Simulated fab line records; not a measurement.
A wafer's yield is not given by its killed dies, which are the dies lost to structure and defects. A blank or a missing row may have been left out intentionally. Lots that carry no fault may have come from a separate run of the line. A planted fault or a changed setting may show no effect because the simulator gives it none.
Matching of chambers :: flow sky130 :: SKY_VIA4_ETCH_12 on rie diel-04: 4 sister chambers
The step etches SiO2 in C4F8/O2/Ar, stops on TiN, target depth 580 nm. 8 wafers are shown with their chamber, then 9 later ones without.

EACH WAFER AND ITS CHAMBER
wafer: L081.4
chamber: 1
oes product au (a.u.): 0.927

wafer: L083.1
chamber: 0
oes product au (a.u.): 0.923

wafer: L084.1
chamber: 3
oes product au (a.u.): 0.929

wafer: L084.3
chamber: 2
oes product au (a.u.): 0.924

wafer: L084.5
chamber: 2
oes product au (a.u.): 0.925

wafer: L085.1
chamber: 0
oes product au (a.u.): 0.933

wafer: L085.2
chamber: 3
oes product au (a.u.): 0.922

wafer: L085.3
chamber: 1
oes product au (a.u.): 0.927

WAFERS WHOSE CHAMBER IS MISSING
wafer: L092.3
oes product au (a.u.): 0.928

wafer: L092.4
oes product au (a.u.): 0.925

wafer: L092.5
oes product au (a.u.): 0.922

wafer: L093.2
oes product au (a.u.): 0.918

wafer: L093.3
oes product au (a.u.): 0.924

wafer: L093.4
oes product au (a.u.): 0.930

wafer: L094.1
oes product au (a.u.): 0.924

wafer: L094.4
oes product au (a.u.): 0.931

wafer: L094.6
oes product au (a.u.): 0.931

THE CHAMBER EACH PASSED THROUGH
wafer: L092.3
from the rows above: can't be placed: 0 or 1 or 3 or 2
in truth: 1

wafer: L092.4
from the rows above: can't be placed: 2 or 3 or 1 or 0
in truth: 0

wafer: L092.5
from the rows above: can't be placed: 2 or 3 or 1 or 0
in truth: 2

wafer: L093.2
from the rows above: can't be placed: 2 or 3 or 1 or 0
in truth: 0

wafer: L093.3
from the rows above: can't be placed: 2 or 3 or 1 or 0
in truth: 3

wafer: L093.4
from the rows above: can't be placed: 0 or 1 or 3 or 2
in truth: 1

wafer: L094.1
from the rows above: can't be placed: 2 or 3 or 1 or 0
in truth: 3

wafer: L094.4
from the rows above: can't be placed: 0 or 1 or 3 or 2
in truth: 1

wafer: L094.6
from the rows above: can't be placed: 0 or 1 or 3 or 2
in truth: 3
Correctly placed: 0 of 9. Not placeable from these rows: 9 (in 9, the candidates include the true chamber). 0 placed wrongly.
How it was worked out, from the rows above alone: a wafer's distance from a chamber is the root of the sum, over the readings, of the square of ((its reading less the chamber's mean) divided by the reading's scatter). The wafer belongs to the nearest chamber; if the next one is less than 2 further off, it can't be placed. The mean given for a chamber averages the wafers shown for that chamber. The scatter is the square root of a quotient: the sum, over the shown wafers, of each reading's squared deviation from its chamber's mean, divided by wafers minus chambers.
